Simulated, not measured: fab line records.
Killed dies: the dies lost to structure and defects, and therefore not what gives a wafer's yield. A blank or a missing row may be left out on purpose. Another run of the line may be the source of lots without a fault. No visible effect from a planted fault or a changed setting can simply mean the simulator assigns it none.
Which tool was responsible? || flow sky130 || 24 lots, 72 wafers sampled, at 3 steps of a route of 708

== WHAT THE GAUGES READ, wafer by wafer ==
SKY_LOCAL_INTERCONNECT_RS_MEAS_01: the measuring method here is four-point-probe. Usual: LOCAL_INTERCONNECT_TIN_RS typically reads 13.95 ohm/sq, with standard deviation 0.16.
{"lot": "L075", "measured": "day 29 21:10", "on": "film_metro-01", "LOCAL_INTERCONNECT_TIN_RS (ohm/sq)": "13.91 13.74 13.82", "flag": ""}
{"lot": "L074", "measured": "day 30 03:19", "on": "film_metro-02", "LOCAL_INTERCONNECT_TIN_RS (ohm/sq)": "13.95 13.86 14.07", "flag": ""}
{"lot": "L076", "measured": "day 30 23:22", "on": "film_metro-02", "LOCAL_INTERCONNECT_TIN_RS (ohm/sq)": "14.02 14.12 13.99", "flag": ""}
{"lot": "L077", "measured": "day 31 00:00", "on": "film_metro-01", "LOCAL_INTERCONNECT_TIN_RS (ohm/sq)": "14.13 14.15 14.27", "flag": ""}
{"lot": "L079", "measured": "day 31 06:18", "on": "film_metro-01", "LOCAL_INTERCONNECT_TIN_RS (ohm/sq)": "13.99 13.93 13.98", "flag": ""}
{"lot": "L078", "measured": "day 31 13:02", "on": "film_metro-01", "LOCAL_INTERCONNECT_TIN_RS (ohm/sq)": "13.76 13.91 13.69", "flag": ""}
{"lot": "L084", "measured": "day 33 13:52", "on": "film_metro-02", "LOCAL_INTERCONNECT_TIN_RS (ohm/sq)": "14.14 13.97 14.18", "flag": ""}
{"lot": "L082", "measured": "day 33 16:14", "on": "film_metro-01", "LOCAL_INTERCONNECT_TIN_RS (ohm/sq)": "14.21 14.16 14.19", "flag": ""}
{"lot": "L081", "measured": "day 33 18:12", "on": "film_metro-04", "LOCAL_INTERCONNECT_TIN_RS (ohm/sq)": "13.95 14.05 14.04", "flag": ""}
{"lot": "L085", "measured": "day 33 21:05", "on": "film_metro-02", "LOCAL_INTERCONNECT_TIN_RS (ohm/sq)": "14.19 14.19 13.91", "flag": ""}
{"lot": "L087", "measured": "day 33 21:42", "on": "film_metro-01", "LOCAL_INTERCONNECT_TIN_RS (ohm/sq)": "13.95 13.87 13.79", "flag": ""}
{"lot": "L080", "measured": "day 33 22:56", "on": "film_metro-04", "LOCAL_INTERCONNECT_TIN_RS (ohm/sq)": "14.03 13.75 13.69", "flag": ""}
{"lot": "L086", "measured": "day 33 23:49", "on": "film_metro-04", "LOCAL_INTERCONNECT_TIN_RS (ohm/sq)": "14.04 14.18 13.92", "flag": ""}
{"lot": "L088", "measured": "day 34 01:33", "on": "film_metro-04", "LOCAL_INTERCONNECT_TIN_RS (ohm/sq)": "14.17 14.00 14.10", "flag": ""}
{"lot": "L083", "measured": "day 34 01:55", "on": "film_metro-04", "LOCAL_INTERCONNECT_TIN_RS (ohm/sq)": "14.01 14.04 14.02", "flag": ""}
{"lot": "L089", "measured": "day 34 02:19", "on": "film_metro-01", "LOCAL_INTERCONNECT_TIN_RS (ohm/sq)": "13.98 13.97 13.94", "flag": ""}
{"lot": "L090", "measured": "day 34 06:48", "on": "film_metro-04", "LOCAL_INTERCONNECT_TIN_RS (ohm/sq)": "13.91 14.09 13.87", "flag": ""}
{"lot": "L091", "measured": "day 35 05:09", "on": "film_metro-04", "LOCAL_INTERCONNECT_TIN_RS (ohm/sq)": "13.80 13.90 13.80", "flag": ""}
{"lot": "L092", "measured": "day 35 07:24", "on": "film_metro-01", "LOCAL_INTERCONNECT_TIN_RS (ohm/sq)": "13.80 13.84 13.74", "flag": ""}
{"lot": "L093", "measured": "day 35 07:42", "on": "film_metro-02", "LOCAL_INTERCONNECT_TIN_RS (ohm/sq)": "14.22 13.99 14.09", "flag": ""}
{"lot": "L094", "measured": "day 35 10:32", "on": "film_metro-02", "LOCAL_INTERCONNECT_TIN_RS (ohm/sq)": "14.13 14.02 13.85", "flag": ""}
{"lot": "L095", "measured": "day 35 18:35", "on": "film_metro-01", "LOCAL_INTERCONNECT_TIN_RS (ohm/sq)": "13.73 13.93 13.80", "flag": ""}
{"lot": "L096", "measured": "day 36 06:14", "on": "film_metro-02", "LOCAL_INTERCONNECT_TIN_RS (ohm/sq)": "13.91 13.83 14.04", "flag": ""}
{"lot": "L097", "measured": "day 36 10:04", "on": "film_metro-01", "LOCAL_INTERCONNECT_TIN_RS (ohm/sq)": "13.75 13.72 13.51", "flag": ""}

SKY_LOCAL_INTERCONNECT_THK_MEAS_02: measures by xrf. Usual: LOCAL_INTERCONNECT_TIN_THK typically reads 101.8 nm, with standard deviation 1.3.
{"lot": "L075", "measured": "day 29 21:17", "on": "film_metro-01", "LOCAL_INTERCONNECT_TIN_THK (nm)": "101.2 102.4 101.7", "flag": ""}
{"lot": "L074", "measured": "day 30 03:26", "on": "film_metro-02", "LOCAL_INTERCONNECT_TIN_THK (nm)": "102.3 102.8 101.4", "flag": ""}
{"lot": "L076", "measured": "day 30 23:29", "on": "film_metro-02", "LOCAL_INTERCONNECT_TIN_THK (nm)": "101.7 101.6 102.1", "flag": ""}
{"lot": "L077", "measured": "day 31 00:07", "on": "film_metro-01", "LOCAL_INTERCONNECT_TIN_THK (nm)": "99.8 100.0 99.5", "flag": ""}
{"lot": "L079", "measured": "day 31 06:25", "on": "film_metro-01", "LOCAL_INTERCONNECT_TIN_THK (nm)": "101.5 101.7 101.2", "flag": ""}
{"lot": "L078", "measured": "day 31 13:08", "on": "film_metro-01", "LOCAL_INTERCONNECT_TIN_THK (nm)": "102.6 101.6 103.2", "flag": ""}
{"lot": "L084", "measured": "day 33 13:59", "on": "film_metro-02", "LOCAL_INTERCONNECT_TIN_THK (nm)": "100.3 101.3 100.3", "flag": ""}
{"lot": "L082", "measured": "day 33 16:20", "on": "film_metro-01", "LOCAL_INTERCONNECT_TIN_THK (nm)": "99.2 99.3 99.2", "flag": ""}
{"lot": "L081", "measured": "day 33 18:19", "on": "film_metro-04", "LOCAL_INTERCONNECT_TIN_THK (nm)": "102.7 101.8 102.3", "flag": ""}
{"lot": "L085", "measured": "day 33 21:11", "on": "film_metro-02", "LOCAL_INTERCONNECT_TIN_THK (nm)": "100.1 100.3 101.7", "flag": ""}
{"lot": "L087", "measured": "day 33 21:49", "on": "film_metro-01", "LOCAL_INTERCONNECT_TIN_THK (nm)": "100.8 101.4 101.7", "flag": ""}
{"lot": "L080", "measured": "day 33 23:01", "on": "film_metro-04", "LOCAL_INTERCONNECT_TIN_THK (nm)": "102.3 104.3 105.3", "flag": ""}
{"lot": "L086", "measured": "day 33 23:56", "on": "film_metro-04", "LOCAL_INTERCONNECT_TIN_THK (nm)": "102.0 101.6 102.9", "flag": ""}
{"lot": "L088", "measured": "day 34 01:40", "on": "film_metro-04", "LOCAL_INTERCONNECT_TIN_THK (nm)": "101.1 102.4 101.5", "flag": ""}
{"lot": "L083", "measured": "day 34 02:02", "on": "film_metro-04", "LOCAL_INTERCONNECT_TIN_THK (nm)": "102.0 102.1 102.9", "flag": ""}
{"lot": "L089", "measured": "day 34 02:26", "on": "film_metro-01", "LOCAL_INTERCONNECT_TIN_THK (nm)": "100.5 101.0 101.2", "flag": ""}
{"lot": "L090", "measured": "day 34 06:55", "on": "film_metro-04", "LOCAL_INTERCONNECT_TIN_THK (nm)": "102.9 101.9 103.5", "flag": ""}
{"lot": "L091", "measured": "day 35 05:16", "on": "film_metro-04", "LOCAL_INTERCONNECT_TIN_THK (nm)": "103.8 102.4 103.6", "flag": ""}
{"lot": "L092", "measured": "day 35 07:31", "on": "film_metro-01", "LOCAL_INTERCONNECT_TIN_THK (nm)": "102.5 101.9 102.5", "flag": ""}
{"lot": "L093", "measured": "day 35 07:49", "on": "film_metro-02", "LOCAL_INTERCONNECT_TIN_THK (nm)": "99.8 101.2 100.5", "flag": ""}
{"lot": "L094", "measured": "day 35 10:38", "on": "film_metro-02", "LOCAL_INTERCONNECT_TIN_THK (nm)": "100.1 101.1 102.7", "flag": ""}
{"lot": "L095", "measured": "day 35 18:42", "on": "film_metro-01", "LOCAL_INTERCONNECT_TIN_THK (nm)": "102.5 101.2 101.6", "flag": ""}
{"lot": "L096", "measured": "day 36 06:20", "on": "film_metro-02", "LOCAL_INTERCONNECT_TIN_THK (nm)": "102.2 102.0 100.9", "flag": ""}
{"lot": "L097", "measured": "day 36 10:10", "on": "film_metro-01", "LOCAL_INTERCONNECT_TIN_THK (nm)": "102.3 102.1 104.2", "flag": ""}

== EACH LOT AND THE TOOL THAT RAN IT (in order: tool; ch and the chambers of the sampled wafers; start) ==
{"lot": "L075", "SKY_LOCAL_INTERCONNECT_SPUTTER_00": "pvd_sputter-04, day 29 21:06"}
{"lot": "L074", "SKY_LOCAL_INTERCONNECT_SPUTTER_00": "pvd_sputter-04, day 30 03:14"}
{"lot": "L076", "SKY_LOCAL_INTERCONNECT_SPUTTER_00": "pvd_sputter-04, day 30 23:18"}
{"lot": "L077", "SKY_LOCAL_INTERCONNECT_SPUTTER_00": "pvd_sputter-03, day 30 23:56"}
{"lot": "L079", "SKY_LOCAL_INTERCONNECT_SPUTTER_00": "pvd_sputter-04, day 31 06:13"}
{"lot": "L078", "SKY_LOCAL_INTERCONNECT_SPUTTER_00": "pvd_sputter-01, day 31 12:56"}
{"lot": "L084", "SKY_LOCAL_INTERCONNECT_SPUTTER_00": "pvd_sputter-04, day 33 13:47"}
{"lot": "L082", "SKY_LOCAL_INTERCONNECT_SPUTTER_00": "pvd_sputter-04, day 33 16:08"}
{"lot": "L081", "SKY_LOCAL_INTERCONNECT_SPUTTER_00": "pvd_sputter-01, day 33 18:07"}
{"lot": "L085", "SKY_LOCAL_INTERCONNECT_SPUTTER_00": "pvd_sputter-03, day 33 20:59"}
{"lot": "L087", "SKY_LOCAL_INTERCONNECT_SPUTTER_00": "pvd_sputter-04, day 33 21:38"}
{"lot": "L080", "SKY_LOCAL_INTERCONNECT_SPUTTER_00": "pvd_sputter-01, day 33 22:48"}
{"lot": "L086", "SKY_LOCAL_INTERCONNECT_SPUTTER_00": "pvd_sputter-01, day 33 23:44"}
{"lot": "L088", "SKY_LOCAL_INTERCONNECT_SPUTTER_00": "pvd_sputter-04, day 34 01:29"}
{"lot": "L083", "SKY_LOCAL_INTERCONNECT_SPUTTER_00": "pvd_sputter-04, day 34 01:50"}
{"lot": "L089", "SKY_LOCAL_INTERCONNECT_SPUTTER_00": "pvd_sputter-03, day 34 02:15"}
{"lot": "L090", "SKY_LOCAL_INTERCONNECT_SPUTTER_00": "pvd_sputter-04, day 34 06:43"}
{"lot": "L091", "SKY_LOCAL_INTERCONNECT_SPUTTER_00": "pvd_sputter-03, day 35 05:04"}
{"lot": "L092", "SKY_LOCAL_INTERCONNECT_SPUTTER_00": "pvd_sputter-04, day 35 07:20"}
{"lot": "L093", "SKY_LOCAL_INTERCONNECT_SPUTTER_00": "pvd_sputter-03, day 35 07:37"}
{"lot": "L094", "SKY_LOCAL_INTERCONNECT_SPUTTER_00": "pvd_sputter-04, day 35 10:26"}
{"lot": "L095", "SKY_LOCAL_INTERCONNECT_SPUTTER_00": "pvd_sputter-01, day 35 18:31"}
{"lot": "L096", "SKY_LOCAL_INTERCONNECT_SPUTTER_00": "pvd_sputter-01, day 36 06:07"}
{"lot": "L097", "SKY_LOCAL_INTERCONNECT_SPUTTER_00": "pvd_sputter-01, day 36 09:59"}
- SKY_LOCAL_INTERCONNECT_SPUTTER_00: material TiN, target thk 100 nm, time 84.43 s.

== AS READ BY THE TOOLS THEMSELVES (means over the sampled wafers that have a number; for cases with no such wafer, the mark the record gives instead) ==
SKY_LOCAL_INTERCONNECT_SPUTTER_00. Usual: throttle_valve_pct at 29.8 %, with a standard deviation of 1.
{"lot": "L075", "tool": "pvd_sputter-04", "throttle_valve_pct (%)": 29.2, "flag": ""}
{"lot": "L074", "tool": "pvd_sputter-04", "throttle_valve_pct (%)": 29.6, "flag": ""}
{"lot": "L076", "tool": "pvd_sputter-04", "throttle_valve_pct (%)": 29.4, "flag": ""}
{"lot": "L077", "tool": "pvd_sputter-03", "throttle_valve_pct (%)": 30.8, "flag": ""}
{"lot": "L079", "tool": "pvd_sputter-04", "throttle_valve_pct (%)": 30.7, "flag": ""}
{"lot": "L078", "tool": "pvd_sputter-01", "throttle_valve_pct (%)": 28.7, "flag": ""}
{"lot": "L084", "tool": "pvd_sputter-04", "throttle_valve_pct (%)": 30.5, "flag": ""}
{"lot": "L082", "tool": "pvd_sputter-04", "throttle_valve_pct (%)": 30.3, "flag": ""}
{"lot": "L081", "tool": "pvd_sputter-01", "throttle_valve_pct (%)": 28.5, "flag": ""}
{"lot": "L085", "tool": "pvd_sputter-03", "throttle_valve_pct (%)": 30.7, "flag": ""}
{"lot": "L087", "tool": "pvd_sputter-04", "throttle_valve_pct (%)": 29.9, "flag": ""}
{"lot": "L080", "tool": "pvd_sputter-01", "throttle_valve_pct (%)": 29.2, "flag": ""}
{"lot": "L086", "tool": "pvd_sputter-01", "throttle_valve_pct (%)": 29.1, "flag": ""}
{"lot": "L088", "tool": "pvd_sputter-04", "throttle_valve_pct (%)": 30.3, "flag": ""}
{"lot": "L083", "tool": "pvd_sputter-04", "throttle_valve_pct (%)": 30.0, "flag": ""}
{"lot": "L089", "tool": "pvd_sputter-03", "throttle_valve_pct (%)": 30.8, "flag": ""}
{"lot": "L090", "tool": "pvd_sputter-04", "throttle_valve_pct (%)": 30.1, "flag": ""}
{"lot": "L091", "tool": "pvd_sputter-03", "throttle_valve_pct (%)": 30.9, "flag": ""}
{"lot": "L092", "tool": "pvd_sputter-04", "throttle_valve_pct (%)": 28.9, "flag": ""}
{"lot": "L093", "tool": "pvd_sputter-03", "throttle_valve_pct (%)": 30.8, "flag": ""}
{"lot": "L094", "tool": "pvd_sputter-04", "throttle_valve_pct (%)": 30.2, "flag": ""}
{"lot": "L095", "tool": "pvd_sputter-01", "throttle_valve_pct (%)": 29.0, "flag": ""}
{"lot": "L096", "tool": "pvd_sputter-01", "throttle_valve_pct (%)": 28.5, "flag": ""}
{"lot": "L097", "tool": "pvd_sputter-01", "throttle_valve_pct (%)": 29.6, "flag": ""}

== THE ANSWER, worked out from the rows above alone ==
Rule: a lot counts as off when the mean over its wafers that have a number is more than 3 standard deviations away from the usual mean. A lot without any number at a reading at which 4 lots or more have one is off too. Any other lot the step has rows for is counted as sound. After the gauges, taken in route order, come the tools' own readings; for these a lot's mean is taken, as printed above. The first step at which some lot is off is used, and at that step the reading that is off furthest; a lot without a number counts as furthest.
Nothing can be told from this: no lot is off at any reading shown.

== WHAT THE SIMULATOR HAD PUT IN ==
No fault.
